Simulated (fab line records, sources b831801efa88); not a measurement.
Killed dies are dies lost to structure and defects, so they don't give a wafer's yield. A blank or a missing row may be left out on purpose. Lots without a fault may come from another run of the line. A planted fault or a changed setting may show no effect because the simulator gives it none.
fab line records | flow sfq_line
record lots=5 wafers=23
route steps=325 shown M6@262 I6@267 M7@282 I7@296 M8@319
start_h: hours from the record's first day to the start of the lot's first wafer shown | wait_h: hours since the lot's step before | " the same as in the row above | L1.1+2: a row that stands for several wafers | - no value, or no start given | * or withheld: withheld | < > ~ a bound
route shown NAME@n: a module of which the file shows steps, and the number in the route of the first | usual: mean/standard deviation of fault-free wafers | same: alike in all rows | chamber/n: place in a boat | sites: the reading at each site | _std_site: their standard deviation | _edge_site: outer sites' mean less inner sites' | radius_mm: how far each site lies from the wafer's centre | mask NAME#n: copy n | behind: the tool/chamber that last shaped the wafer | hold: why the lot was held/for how many hours/how that ended | device: the transistor (n, p or np) that didn't switch | end of line: the same wafers' tests at the end of the route | a step without rows: its recipe alone | killed: dies lost to structure and defects at the first sort, not the wafer's yield | map: a wafer's dies, x killed, . not, _ none there
set.NAME: the setting as run; set.NAME@STEP: as run at that earlier step | model.NAME: the simulator's own value behind a step, which no gauge read
lots whose settings were changed on purpose; a table a step, a row a wafer
## steps
# step SFQ_TRILAYER_M6_BARC_OPEN_METAL_ETCH_206
# recipe mask_material=PR chemistry=O2 target_depth_nm=125 target=BARC icp_w=600 bias_w=80 pressure_mtorr=10 time_s=41.7
# columns lot.wafer tool chamber start_h wait_h set.icp_w
L075.1+3+6 rie_metal-04 0,1,0 1737.20 0.0 600
L076.1+4 rie_metal-02 1,0 1742.00 0.0 627.2
L076.2+3+5 " 0,1,0 " " 600
L079.1+6 rie_metal-02 1,0 1874.03 0.0 668.3
L079.2+4+5 " 0,1,1 " " 600
L082.1+3+4+5+6 rie_metal-03 1 1878.83 0.0 600
L085.1+6 rie_metal-03 1 1882.43 0.0 568.6
L085.3+4+5 " 1,0,0 " " 600
# step SFQ_TRILAYER_M6_ETCH_METAL_ETCH_162
# recipe target=Nb stop_on=SiO2 mask_material=PR chemistry=Cl2/Ar target_depth_nm=240 icp_w=600 bias_w=80 pressure_mtorr=10 time_s=120
# usual oes_product_au=0.897/0.0069
# columns lot.wafer tool chamber start_h wait_h set.time_s@TRILAYER_M6_DEP_SPUTTER_157 oes_product_au
L075.1 rie_metal-04 0 1737.26 0.0 133.3 0.899
L075.3 " 1 " " 133.3 0.893
L075.6 " 0 " " 133.3 0.901
L076.1 rie_metal-02 1 1742.06 0.0 133.3 0.910
L076.2 " 0 " " 133.3 0.893
L076.3 " 1 " " 113.5 0.814
L076.4 " 0 " " 113.5 0.826
L076.5 " 0 " " 113.5 0.821
L079.1 rie_metal-02 1 1874.09 0.0 122 0.854
L079.2 " 0 " " 133.3 0.900
L079.4 " 1 " " 122 0.846
L079.5 " 1 " " 133.3 0.892
L079.6 " 0 " " 122 0.847
L082.1 rie_metal-03 1 1878.95 0.1 133.3 0.909
L082.3 " 1 " " 133.3 0.899
L082.4 " 1 " " 150.7 0.957
L082.5 " 1 " " 150.7 0.971
L082.6 " 1 " " 150.7 0.962
L085.1 rie_metal-03 1 1882.49 0.0 133.3 0.903
L085.3 " 1 " " 145.8 0.950
L085.4 " 0 " " 145.8 0.951
L085.5 " 0 " " 133.3 0.893
L085.6 " 1 " " 145.8 0.953
# step SFQ_TRILAYER_I6_CMP_CMP_166
# recipe material=SiO2 down_force_psi=3 platen_rpm=60 pad_velocity_m_s=0.94248
# columns lot.wafer tool chamber start_h wait_h set.leave_above_ref_nm model.SiO2_of_TRILAYER_I6_DEP_PECVD_165.thk_nm
L075.3 cmp-02 1 1739.29 1.0 200 201.6
L075.1 " 2 " " 200 201.9
L075.6 " 3 " " 200 200.7
L076.2 cmp-02 3 1743.04 0.0 185.1 184.5
L076.4 " 0 " " 185.1 183.1
L076.3 " 1 " " 200 201
L076.1 " 2 " " 200 202
L076.5 " 3 " " 185.1 183.8
L079.1 cmp-01 1 1875.07 0.0 200 200.4
L079.4 " 3 1876.07 1.0 193.3 194.1
L079.2 " 0 " " 200 201.7
L079.6 " 1 " " 193.3 192.8
L079.5 " 2 " " 193.3 193.1
L082.4 cmp-02 1 1880.65 0.0 207.7 207.8
L082.1 " 2 " " 200 200.1
L082.3 " 3 " " 207.7 206.6
L082.6 " 1 1882.65 2.0 207.7 207.6
L082.5 " 2 " " 200 201.3
L085.3 cmp-01 1 1884.67 1.2 200 201.2
L085.1 " 2 " " 200 202.5
L085.4 " 0 1886.17 2.7 200 202.6
L085.5 " 1 " " 200 201.9
L085.6 " 2 " " 200 202.2
# step SFQ_TRILAYER_I6_METRO_MEASURE_167
# usual thk_nm=200.4/1.4
# columns lot.wafer tool chamber start_h wait_h set.leave_above_ref_nm@TRILAYER_I6_CMP_CMP_166 thk_nm
L075.1 film_metro-02 - 1741.41 0.1 200 202.0
L075.3 " - " " 200 201.6
L075.6 " - " " 200 200.8
L076.1 film_metro-01 - 1746.16 0.1 200 201.9
L076.2 " - " " 185.1 184.5
L076.3 " - " " 200 201.0
L076.4 " - " " 185.1 183.2
L076.5 " - " " 185.1 183.9
L079.1 film_metro-02 - 1878.19 0.1 200 200.6
L079.2 " - " " 200 201.6
L079.4 " - " " 193.3 194.2
L079.5 " - " " 193.3 193.3
L079.6 " - " " 193.3 192.8
L082.1 film_metro-04 - 1883.77 0.1 200 200.1
L082.3 " - " " 207.7 206.5
L082.4 " - " " 207.7 207.8
L082.5 " - " " 200 201.2
L082.6 " - " " 207.7 207.6
L085.1 film_metro-04 - 1887.79 0.1 200 202.6
L085.3 " - " " 200 201.1
L085.4 " - " " 200 202.7
L085.5 " - " " 200 202.0
L085.6 " - " " 200 202.2
# step SFQ_TRILAYER_I6_VIA_LITHO_COAT_174
# recipe resist=BARC spin_rpm=3000 resist_thk_nm=62
# columns lot.wafer tool chamber start_h wait_h set.resist_thk_nm model.BARC_of_TRILAYER_I6_VIA_LITHO_COAT_174.thk_nm
L075.1 litho_track-02 0 1742.61 1.0 62 61.89
L075.3 " 0 " " 62 61.99
L075.6 " 0 " " 62 61.93
L076.1 litho_track-02 0 1747.36 1.0 62 62.09
L076.2 " 0 " " 62 62.05
L076.3 " 0 " " 62 61.98
L076.4 " 0 " " 62 62.02
L076.5 " 0 " " 62 62.06
L079.1 litho_track-02 0 1879.39 1.0 62 62.13
L079.2 " 0 " " 62 62.01
L079.4 " 0 " " 64.96 64.95
L079.5 " 0 " " 62 62.04
L079.6 " 0 " " 64.96 64.9
L082.1+5 litho_track-01 0 1884.97 1.0 62 62.1
L082.3 " 0 " " 62 62.11
L082.4 " 0 " " 62 62
L082.6 " 0 " " 62 62.04
L085.1 litho_track-02 0 1888.99 1.0 62 61.99
L085.3 " 0 " " 65.54 65.64
L085.4 " 0 " " 62 61.98
L085.5 " 0 " " 65.54 65.56
L085.6 " 0 " " 65.54 65.52
# step SFQ_TRILAYER_I6_VIA_BARC_OPEN_VIA_ETCH_235
# recipe mask_material=PR chemistry=O2 target_depth_nm=125 target=BARC source_w=500 bias_w=80 pressure_mtorr=30 time_s=41.7
# columns lot.wafer tool chamber start_h wait_h set.source_w
L075.1+3+6 rie_diel-01 3,2,3 1848.93 0.0 500
L076.1+3+5 rie_diel-03 2,3,1 1855.91 0.0 445.8
L076.2+4 " 0,1 " " 500
L079.1+2+6 rie_diel-02 3,0,0 1881.68 0.0 466.9
L079.4+5 " 1,3 " " 500
L082.1+3+4+5+6 rie_diel-02 3,0,1,3,2 1887.26 0.0 500
L085.1+3+4+5+6 rie_diel-03 3,1,2,2,1 1996.79 0.0 500
# step SFQ_TRILAYER_I6_VIA_ETCH_VIA_ETCH_172
# recipe target=SiO2 stop_on=Nb mask_material=PR taper_deg=20 chemistry=CHF3 target_depth_nm=260 source_w=500 bias_w=80 pressure_mtorr=30 time_s=withheld
# usual oes_product_au=0.856/0.0059
# columns lot.wafer tool chamber start_h wait_h set.leave_above_ref_nm@TRILAYER_I6_CMP_CMP_166 oes_product_au model.I6.feature_depth_nm
L075.1 rie_diel-01 3 1848.97 0.0 200 0.868 201.9
L075.3 " 2 " " 200 0.855 201.6
L075.6 " 3 " " 200 0.855 200.7
L076.1 rie_diel-03 2 1855.95 0.0 200 0.861 202
L076.2 " 0 " " 185.1 0.815 184.5
L076.3 " 3 " " 200 0.856 201
L076.4 " 1 " " 185.1 0.813 183.1
L076.5 " 1 " " 185.1 0.816 183.8
L079.1 rie_diel-02 3 1881.72 0.0 200 0.851 200.4
L079.2 " 0 " " 200 0.859 201.7
L079.4 " 1 " " 193.3 0.844 194.1
L079.5 " 3 " " 193.3 0.825 193.1
L079.6 " 0 " " 193.3 0.833 192.8
L082.1 rie_diel-02 3 1887.30 0.0 200 0.853 200.1
L082.3 " 0 " " 207.7 0.870 206.6
L082.4 " 1 " " 207.7 0.874 207.8
L082.5 " 3 " " 200 0.859 201.3
L082.6 " 2 " " 207.7 0.881 207.6
L085.1 rie_diel-03 3 1996.83 0.0 200 0.866 202.5
L085.3 " 1 " " 200 0.857 201.2
L085.4 " 2 " " 200 0.857 202.6
L085.5 " 2 " " 200 0.857 201.9
L085.6 " 1 " " 200 0.855 202.2
# step SFQ_TRILAYER_M7_DEP_SPUTTER_175
# recipe material=Nb base_pressure_pa=1.33e-06 chamber_pressure_pa=0.1333 substrate_temp_c=20 target_thk_nm=200 power_w=2000 time_s=133.3
# columns lot.wafer tool chamber start_h wait_h set.time_s model.Nb_of_TRILAYER_M7_DEP_SPUTTER_175.thk_nm
L075.1 pvd_sputter-05 - 1849.89 0.0 133.3 198.2
L075.3 " - " " 133.3 201.9
L075.6 " - " " 133.3 200.3
L076.1 pvd_sputter-03 - 1856.87 0.0 146.8 216.8
L076.2 " - " " 146.8 218.6
L076.3 " - " " 133.3 197.5
L076.4 " - " " 146.8 220.7
L076.5 " - " " 133.3 200.9
L079.1 pvd_sputter-03 - 1882.81 0.0 133.3 203.3
L079.2 " - " " 118.4 179.1
L079.4 " - " " 118.4 178.3
L079.5 " - " " 133.3 200.4
L079.6 " - " " 118.4 183.1
L082.1 pvd_sputter-03 - 1888.24 0.0 118.2 176.2
L082.3+5 " - " " 133.3 199.9
L082.4 " - " " 133.3 202.2
L082.6 " - " " 118.2 178.5
L085.1 pvd_sputter-03 - 1997.75 0.0 133.3 199.2
L085.3 " - " " 133.3 200.9
L085.4 " - " " 133.3 197.4
L085.5 " - " " 133.3 199
L085.6 " - " " 133.3 199.3
# step SFQ_M7_RS_MEAS_943
# recipe thk_meas_gauge=four-point-probe reads=Nb_of_TRILAYER_M7_DEP_SPUTTER_175
# usual M7_NB_RS=0.887/0.012
# columns lot.wafer tool chamber start_h wait_h set.time_s@TRILAYER_M7_DEP_SPUTTER_175 M7_NB_RS[ohm/sq]
L075.1 film_metro-02 - 1849.98 0.0 133.3 0.898
L075.3 " - " " 133.3 0.882
L075.6 " - " " 133.3 0.890
L076.1 film_metro-01 - 1856.97 0.1 146.8 0.823
L076.2 " - " " 146.8 0.815
L076.3 " - " " 133.3 0.902
L076.4 " - " " 146.8 0.807
L076.5 " - " " 133.3 0.887
L079.1 film_metro-03 - 1882.91 0.1 133.3 0.875
L079.2 " - " " 118.4 0.994
L079.4 " - " " 118.4 0.999
L079.5 " - " " 133.3 0.887
L079.6 " - " " 118.4 0.972
L082.1 film_metro-03 - 1888.34 0.1 118.2 1.013
L082.3 " - " " 133.3 0.891
L082.4 " - " " 133.3 0.878
L082.5 " - " " 133.3 0.889
L082.6 " - " " 118.2 0.999
L085.1 film_metro-01 - 1997.84 0.0 133.3 0.896
L085.3 " - " " 133.3 0.888
L085.4 " - " " 133.3 0.906
L085.5 " - " " 133.3 0.897
L085.6 " - " " 133.3 0.893
# step SFQ_TRILAYER_M7_ETCH_METAL_ETCH_180
# recipe target=Nb stop_on=SiO2 mask_material=PR chemistry=Cl2/Ar target_depth_nm=240 icp_w=600 bias_w=80 pressure_mtorr=10 time_s=120
# usual oes_product_au=0.896/0.0079
# columns lot.wafer tool chamber start_h wait_h set.icp_w set.time_s@TRILAYER_M7_DEP_SPUTTER_175 oes_product_au
L075.1 rie_metal-04 0 1858.37 0.0 600 133.3 0.890
L075.3 " 0 " " 600 133.3 0.901
L075.6 " 0 " " 600 133.3 0.906
L076.1 rie_metal-01 0 1976.32 0.0 600 146.8 0.940
L076.2 " 1 " " 541 146.8 0.937
L076.3 " 1 " " 541 133.3 0.888
L076.4 " 0 " " 541 146.8 0.943
L076.5 " 0 " " 600 133.3 0.897
L079.1 rie_metal-03 0 1988.90 0.1 626.9 133.3 0.904
L079.2 " 0 " " 600 118.4 0.841
L079.4 " 0 " " 626.9 118.4 0.828
L079.5 " 0 " " 600 133.3 0.887
L079.6 " 0 " " 626.9 118.4 0.848
L082.1 rie_metal-01 1 1992.45 0.0 600 118.2 0.827
L082.3 " 0 " " 600 133.3 0.899
L082.4 " 1 " " 600 133.3 0.908
L082.5 " 1 " " 600 133.3 0.896
L082.6 " 0 " " 600 118.2 0.849
L085.1 rie_metal-03 1 2001.13 0.0 581.4 133.3 0.891
L085.3 " 0 " " 581.4 133.3 0.899
L085.4 " 1 " " 600 133.3 0.895
L085.5 " 0 " " 600 133.3 0.886
L085.6 " 1 " " 581.4 133.3 0.893
# step SFQ_TRILAYER_I7_DEP_PECVD_183
# recipe material=SiO2 temp_c=150 time_s=111.11 pressure_torr=2.4 rf_w=183.3 precursor=SiH4/N2O target_thk_nm=500
# columns lot.wafer tool chamber start_h wait_h set.time_s model.SiO2_of_TRILAYER_I7_DEP_PECVD_183.thk_nm
L075.1 pecvd-01 2 1859.27 0.0 111.11 490
L075.3 " 0 " " 111.11 484.8
L075.6 " 1 " " 111.11 505.7
L076.1 pecvd-04 1 1977.24 0.0 103.9 459
L076.2 " 0 " " 111.11 491.7
L076.3 " 2 " " 111.11 494
L076.4 " 0 " " 103.9 464.9
L076.5 " 2 " " 111.11 498
L079.1 pecvd-01 0 1990.53 0.0 111.11 496.4
L079.2 " 1 " " 111.11 504.8
L079.4 " 0 " " 126.1 575.5
L079.5 " 2 " " 126.1 566.9
L079.6 " 1 " " 126.1 579.5
L082.1 pecvd-01 2 1993.35 0.0 105 458.6
L082.3 " 1 " " 111.11 499.8
L082.4 " 1 " " 105 473.3
L082.5 " 0 " " 111.11 500.5
L082.6 " 2 " " 111.11 492.3
L085.1 pecvd-03 2 2002.03 0.0 115.6 509.9
L085.3 " 0 " " 111.11 504.4
L085.4 " 1 " " 115.6 532.1
L085.5 " 0 " " 115.6 529.4
L085.6 " 2 " " 111.11 503.7
# step SFQ_TRILAYER_I7_VIA_LITHO_COAT_192
# recipe resist=BARC spin_rpm=3000 resist_thk_nm=62
# columns lot.wafer tool chamber start_h wait_h set.resist_thk_nm model.BARC_of_TRILAYER_I7_VIA_LITHO_COAT_192.thk_nm
L075.1 litho_track-03 0 1863.67 1.0 62 61.93
L075.3 " 0 " " 62 61.85
L075.6 " 0 " " 62 61.91
L076.1 litho_track-04 0 1983.50 1.0 62 61.98
L076.2 " 0 " " 62 62.04
L076.3 " 0 " " 62 62.09
L076.4 " 0 " " 62 61.92
L076.5 " 0 " " 62 61.79
L079.1 litho_track-04 0 1998.50 1.0 62 62.28
L079.2 " 0 " " 62 62.14
L079.4 " 0 " " 62 61.99
L079.5 " 0 " " 62 62.19
L079.6 " 0 " " 62 62.22
L082.1 litho_track-03 0 2004.52 1.0 63.3 63.53
L082.3 " 0 " " 62 61.97
L082.4 " 0 " " 62 61.99
L082.5 " 0 " " 63.3 63.44
L082.6 " 0 " " 63.3 63.28
L085.1 litho_track-04 0 2015.68 1.0 62 61.97
L085.3 " 0 " " 62 62.05
L085.4 " 0 " " 59.03 59.03
L085.5 " 0 " " 62 62.04
L085.6 " 0 " " 59.03 58.98
# step SFQ_TRILAYER_M8_DEP_EVAP_197
# recipe material=Ti angular_spread_deg=1 target_thk_nm=20 time_s=100 power_w=2000
# columns lot.wafer tool chamber start_h wait_h set.time_s model.Ti_of_TRILAYER_M8_DEP_EVAP_197.thk_nm
L075.1 pvd_sputter-01 - 1990.78 0.0 100 20.26
L075.3 " - " " 100 19.96
L075.6 " - " " 100 19.95
L076.1 pvd_sputter-02 - 1999.87 0.0 100 20.48
L076.2 " - " " 114.4 23.22
L076.3 " - " " 114.4 23.48
L076.4 " - " " 100 20.35
L076.5 " - " " 100 20.41
L079.1 pvd_sputter-01 - 2033.02 0.0 100 20.5
L079.2+4 " - " " 100 20.15
L079.5 " - " " 100 20.04
L079.6 " - " " 100 20.29
L082.1 pvd_sputter-02 - 2173.53 0.0 107.3 21.6
L082.3 " - " " 107.3 21.8
L082.4 " - " " 100 20.16
L082.5 " - " " 100 20.18
L082.6 " - " " 100 20.31
L085.1 pvd_sputter-01 - 2193.93 0.0 100 20.05
L085.3 " - " " 100 20.31
L085.4 " - " " 106.2 20.88
L085.5 " - " " 106.2 20.99
L085.6 " - " " 106.2 21.61
## key
split step=SFQ_TRILAYER_M6_BARC_OPEN_METAL_ETCH_206 setting=icp_w stated=600 by=wafer
response none clear
split step=SFQ_TRILAYER_I6_CMP_CMP_166 setting=leave_above_ref_nm stated=200 by=wafer
response step=SFQ_TRILAYER_I6_CMP_CMP_166 reading=model.SiO2_of_TRILAYER_I6_DEP_PECVD_165.thk_nm change=+2.25 per=1% r=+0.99
response step=SFQ_TRILAYER_I6_METRO_MEASURE_167 reading=thk_nm change=+2.23 per=1% r=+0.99
response step=SFQ_TRILAYER_I6_VIA_ETCH_VIA_ETCH_172 reading=oes_product_au change=+0.00578 per=1% r=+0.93
response step=SFQ_TRILAYER_I6_VIA_ETCH_VIA_ETCH_172 reading=model.I6.feature_depth_nm change=+2.25 per=1% r=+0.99
split step=SFQ_TRILAYER_I6_VIA_LITHO_COAT_174 setting=resist_thk_nm stated=62 by=wafer
response step=SFQ_TRILAYER_I6_VIA_LITHO_COAT_174 reading=model.BARC_of_TRILAYER_I6_VIA_LITHO_COAT_174.thk_nm change=+0.617 per=1% r=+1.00
split step=SFQ_TRILAYER_I6_VIA_BARC_OPEN_VIA_ETCH_235 setting=source_w stated=500 by=wafer
response none clear
split step=SFQ_TRILAYER_M7_DEP_SPUTTER_175 setting=time_s stated=133.3 by=wafer
response step=SFQ_TRILAYER_M7_DEP_SPUTTER_175 reading=model.Nb_of_TRILAYER_M7_DEP_SPUTTER_175.thk_nm change=+1.98 per=1% r=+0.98
response step=SFQ_M7_RS_MEAS_943 reading=M7_NB_RS change=-0.00944 per=1% r=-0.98
response step=SFQ_TRILAYER_M7_ETCH_METAL_ETCH_180 reading=oes_product_au change=+0.00512 per=1% r=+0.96
split step=SFQ_TRILAYER_M7_ETCH_METAL_ETCH_180 setting=icp_w stated=600 by=wafer
response none clear
split step=SFQ_TRILAYER_I7_DEP_PECVD_183 setting=time_s stated=111.11 by=wafer
response step=SFQ_TRILAYER_I7_DEP_PECVD_183 reading=model.SiO2_of_TRILAYER_I7_DEP_PECVD_183.thk_nm change=+5.38 per=1% r=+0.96
split step=SFQ_TRILAYER_I7_VIA_LITHO_COAT_192 setting=resist_thk_nm stated=62 by=wafer
response step=SFQ_TRILAYER_I7_VIA_LITHO_COAT_192 reading=model.BARC_of_TRILAYER_I7_VIA_LITHO_COAT_192.thk_nm change=+0.639 per=1% r=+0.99
split step=SFQ_TRILAYER_M8_DEP_EVAP_197 setting=time_s stated=100 by=wafer
response step=SFQ_TRILAYER_M8_DEP_EVAP_197 reading=model.Ti_of_TRILAYER_M8_DEP_EVAP_197.thk_nm change=+0.198 per=1% r=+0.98
split outside_this_file step=SFQ_TRILAYER_M6_DEP_SPUTTER_157 setting=time_s
# split outside_this_file: this setting was split too, and the file shows its column; the key of that split is in another file
